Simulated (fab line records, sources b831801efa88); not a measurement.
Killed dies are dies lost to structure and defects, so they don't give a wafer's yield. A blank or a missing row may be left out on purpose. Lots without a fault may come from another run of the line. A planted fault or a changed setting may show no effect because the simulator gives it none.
Which tool did it? | flow sky130 | 6 lots, 18 wafers sampled, at 2 steps of a route of 708

WHAT THE GAUGES READ, wafer by wafer
SKY_FIELD_ISO_CD_MEAS_13: target cd 150 nm.
lot  | measured    | on        | cd_nm (nm)
L908 | day 2 14:43 | cd_sem-01 | 148.2 148.5 150.4
L910 | day 3 02:36 | cd_sem-01 | 149.6 149.3 149.5
L912 | day 3 12:46 | cd_sem-01 | 149.9 149.6 149.8
L915 | day 4 03:20 | cd_sem-02 | 151.5 152.8 152.1
L917 | day 4 13:54 | cd_sem-01 | 148.5 149.4 149.2
L921 | day 5 11:14 | cd_sem-02 | 111.5 110.7 112.3

WHICH TOOL RAN EACH LOT (tool, then ch and the chambers of the sampled wafers, then the start)
lot  | SKY_FIELD_ISO_EXPOSE_10
L908 | krf_scanner-01 ch 0, day 2 07:33
L910 | krf_scanner-02 ch 0, day 2 18:26
L912 | krf_scanner-02 ch 0, day 3 05:05
L915 | krf_scanner-01 ch 0, day 3 19:29
L917 | krf_scanner-02 ch 0, day 4 05:11
L921 | krf_scanner-01 ch 0, day 5 02:04
- SKY_FIELD_ISO_EXPOSE_10: exposes mask FOM, target cd 150 nm.

THE ANSWER, worked out from the rows above alone
Rule: what is usual is taken from the lots themselves. Put in order of their means at a reading, lots are off if they are a third of the lots or fewer, leave a main group of 4 or more, and stand apart from it by a gap of 3 or more times the standard deviation of the main group's means; of several such gaps the widest counts. A main group whose means are all the same, to the digits that the tables above print for the reading, isn't used. A lot without any number at a reading at which 4 lots or more have one is off too. The other lots that the step has rows for count as sound.
Off: L921, at SKY_FIELD_ISO_CD_MEAS_13 (cd_nm). The main group: mean 149.9 nm, standard deviation 1.2.
A tool fits if, at a process step before that reading, it ran every lot that is off, and no sound lot after the first of them. The gauges at SKY_FIELD_ISO_CD_MEAS_13 are tried like those tools. Can't be told from this: 2 tools fit, krf_scanner-01 at SKY_FIELD_ISO_EXPOSE_10, cd_sem-02 at SKY_FIELD_ISO_CD_MEAS_13.

WHAT THE SIMULATOR HAD PUT IN
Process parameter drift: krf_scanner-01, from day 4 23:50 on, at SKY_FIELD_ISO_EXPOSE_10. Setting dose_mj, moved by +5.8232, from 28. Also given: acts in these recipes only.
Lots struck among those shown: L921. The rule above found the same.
